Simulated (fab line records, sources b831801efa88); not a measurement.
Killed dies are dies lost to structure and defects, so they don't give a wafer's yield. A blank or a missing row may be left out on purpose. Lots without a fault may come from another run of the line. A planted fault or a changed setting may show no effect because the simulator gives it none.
One fault seen from 2 desks | flow sfq_line | each desk has only its own numbers; what lay behind them comes last

THE TOOL OWNER'S DESK: pvd_sputter-05
The tool's own readings at SFQ_TRILAYER_R5_DEP_SPUTTER_133 (material MoNx, target thk 40 nm, time 66.7 s): means of the sampled wafers that have a number, for each lot that ran on this tool. A lot is out of limits, marked OUT, if its mean lies more than 4 standard deviations from the usual mean; the brackets give that distance.
Columns: A = cathode_dc_power_W at SFQ_TRILAYER_R5_DEP_SPUTTER_133, usual 1000.00 W; B = throttle_valve_pct at SFQ_TRILAYER_R5_DEP_SPUTTER_133, usual 30.2 %
lot  | first seen here | A                         | B
L485 | day 61 22:24    | 999.84                    | 29.5
L487 | day 62 14:41    | 1293.57 (+99 or more) OUT | 30.5
L489 | day 63 11:05    | 1293.33 (+99 or more) OUT | 29.3
L490 | day 68 07:17    | 1000.00                   | 29.4
L496 | day 69 03:38    | 999.97                    | 28.9
L497 | day 73 08:17    | 1000.03                   | 29.4
L502 | day 74 10:07    | 999.86                    | 30.4
This desk's finding: out of limits on L487, L489; first on L487, day 62 14:41 (cathode_dc_power_W at SFQ_TRILAYER_R5_DEP_SPUTTER_133). In limits: L485, L490, L496, L497, L502.

THE METROLOGY DESK
What the gauges read, lot by lot, whatever tool the lot ran on: means of the sampled wafers that have a number. A lot is out of limits, marked OUT, if its mean lies more than 4 standard deviations from the usual mean; the brackets give that distance.
Columns: A = R5_MONX_RS at SFQ_R5_RS_MEAS_933, usual 7.06 ohm/sq; B = R5_MONX_THK at SFQ_R5_THK_MEAS_934, usual 39.6 nm
lot  | first seen here | A              | B
L481 | day 61 09:14    | 7.13           | 39.0
L484 | day 61 19:28    | 7.13           | 39.3
L485 | day 61 22:32    | 7.07           | 39.6
L487 | day 62 14:45    | 5.54 (-20) OUT | 51.8 (+23) OUT
L488 | day 63 02:45    | 7.10           | 39.8
L489 | day 63 11:11    | 5.49 (-21) OUT | 52.2 (+24) OUT
L490 | day 68 07:23    | 6.87           | 40.5
L494 | day 69 00:07    | 7.06           | 40.0
L495 | day 69 01:19    | 7.08           | 39.5
L496 | day 69 03:44    | 7.02           | 40.0
L497 | day 73 08:21    | 7.13           | 38.8
L499 | day 73 14:33    | 6.97           | 39.8
L501 | day 74 07:14    | 7.06           | 39.3
L502 | day 74 10:12    | 7.12           | 39.1
This desk's finding: out of limits on L487, L489; first on L487, day 62 14:45 (R5_MONX_RS at SFQ_R5_RS_MEAS_933). In limits: L481, L484, L485, L488, L490, L494, L495, L496, L497, L499, L501, L502.

PUT TOGETHER
The tool owner's desk could have raised an alarm at day 62 14:41, on L487, L489.
The metrology desk could have raised an alarm at day 62 14:45, on L487, L489.
Of the lots named, all ran SFQ_TRILAYER_R5_DEP_SPUTTER_133 on pvd_sputter-05.

WHAT THE SIMULATOR HAD PUT IN
Process parameter drift: pvd_sputter-05, from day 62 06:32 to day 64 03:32, at SFQ_TRILAYER_R5_DEP_SPUTTER_133. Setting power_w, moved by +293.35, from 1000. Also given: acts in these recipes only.
Lots struck among those shown: L487, L489.
Hours from the fault's start to each desk's first reading out of limits: the tool owner's desk, 8; the metrology desk, 8.
